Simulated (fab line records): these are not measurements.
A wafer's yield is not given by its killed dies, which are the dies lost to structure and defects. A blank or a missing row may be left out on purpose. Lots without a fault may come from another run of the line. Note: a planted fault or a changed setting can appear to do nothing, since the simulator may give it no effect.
A lot that was struck, set against a sound lot / flow gf180mcu / 27 steps out of a route of 602
Sound: these wafers, L772.3, L772.4, L772.6. The struck wafers were L762.2, L762.3, L762.5. The cause is given at the end.
For every step that has rows: the tool of each side, followed by ch and its chambers, followed by its first start. Under that, the readings that differ: sound wafers / struck wafers / difference of the means / sigmas: that difference in standard deviations of wafers without a fault.
alike: readings with means less than 2 such deviations apart, plus words and numbers identical on both sides. not compared: withheld readings, readings lacking a value on some wafer, bounds such as >300 that could conceal the same value, and numbers that have no deviation in the record and whose values overlap.
Wherever a step has rows on one side only, a row that says differs or no value, or a row with sigmas, the two part there. Numbers that have no deviation but don't overlap get no sigmas and don't part them. A reading missing from all wafers of one side parts the sides only when that side holds two or more wafers.

GF_NWELL_STRIP_10: strips in O2/N2.
  sound on plasma-asher-01 ch 0,1, day 6 17:20; struck on plasma-asher-02 ch 0,1, day 4 08:56
  alike: chamber-pressure-mTorr, drypump-motor-current-A, heater-power-w, oes-product-au, strip-time-to-endpoint-s
  not compared: rf-hours-counter-h
GF_NWELL_TW_MEAS_11:
  sound: film-metro-03 at day 6 17:25; struck: film-metro-03 at day 4 09:03
  alike: NWELL_TW
then, 7 steps without rows for these wafers: GF_LVPWELL_DEHYDRATE_00 (time 60 s); GF_LVPWELL_HMDS_01 (prime time 60 s); GF_LVPWELL_COAT_02 (resist thk 3000 nm); GF_LVPWELL_SOFTBAKE_03; GF_LVPWELL_EXPOSE_04 (exposes mask LVPWELL, target cd 600 nm); GF_LVPWELL_PEB_05; GF_LVPWELL_DEVELOP_06 (develop time 60 s).
GF_LVPWELL_OVL_MEAS_07:
  sound: overlay-02 at day 7 09:18; struck: overlay-01 at day 4 22:22
  alike: LVPWELL_OVL
then, 2 steps without rows for these wafers: GF_LVPWELL_IMPLANT_08; GF_LVPWELL_IMPLANT_09.
GF_LVPWELL_STRIP_10: strips in O2/N2.
  sound on plasma-asher-02 ch 0,1, day 7 09:39; struck on plasma-asher-01 ch 0,1, day 4 22:41
  no value came back on the struck wafers for any of 5 readings (chamber-pressure-mTorr (mTorr), drypump-motor-current-A (A) and others); on the sound wafers chamber-pressure-mTorr (mTorr) reads 1501.0 1498.6 1499.7
reading=model.coat_of_LVPWELL_COAT_02.thk-nm (nm); sound=0 0 0; struck=2995 3003 3001; difference=+3000; sigmas=
GF_LVPWELL_TW_MEAS_11:
  sound: film-metro-03 at day 7 09:44; struck: film-metro-03 at day 4 22:48
  alike: LVPWELL_TW
then, 7 steps without rows for these wafers: GF_MVSD_DEHYDRATE_00 (time 60 s); GF_MVSD_HMDS_01 (prime time 60 s); GF_MVSD_COAT_02 (resist thk 3000 nm); GF_MVSD_SOFTBAKE_03; GF_MVSD_EXPOSE_04 (exposes mask MVSD, target cd 1000 nm); GF_MVSD_PEB_05; GF_MVSD_DEVELOP_06 (develop time 60 s).
GF_MVSD_OVL_MEAS_07:
  sound: overlay-02 at day 8 02:32; struck: overlay-02 at day 5 12:35
  alike: MVSD_OVL
then, 2 steps without rows for these wafers: GF_MVSD_IMPLANT_08; GF_MVSD_IMPLANT_09.
GF_MVSD_STRIP_10: strips in O2/N2.
  sound on plasma-asher-03 ch 0,1, day 8 02:54; struck on plasma-asher-03 ch 0,1, day 5 12:55
reading=oes-product-au (a.u.); sound=0.727 0.724 0.721; struck=0.744 0.747 0.735; difference=+0.018; sigmas=+4
reading=strip-time-to-endpoint-s (s); sound=37.11 36.97 36.93; struck=81.21 81.35 81.27; difference=+44.27; sigmas=+99 or more
  alike: chamber-pressure-mTorr, drypump-motor-current-A, heater-power-w
  not compared: rf-hours-counter-h
GF_MVSD_TW_MEAS_11:
  sound: film-metro-04 at day 8 02:59; struck: film-metro-03 at day 5 13:02
reading=MVSD_TW; sound=1606 1609 1613; struck=30 30 30; difference=-1579; sigmas=-79
then, 1 step without rows for these wafers: GF_MVPSD_DEHYDRATE_00 (time 60 s).

== WHERE THEY PART ==
Earliest at GF_LVPWELL_STRIP_10; latest, in this record, at GF_MVSD_TW_MEAS_11.

WHY: what the simulator had put in
Whole step skipped at GF_LVPWELL_STRIP_10 on plasma-asher-01, starting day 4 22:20. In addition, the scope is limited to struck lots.
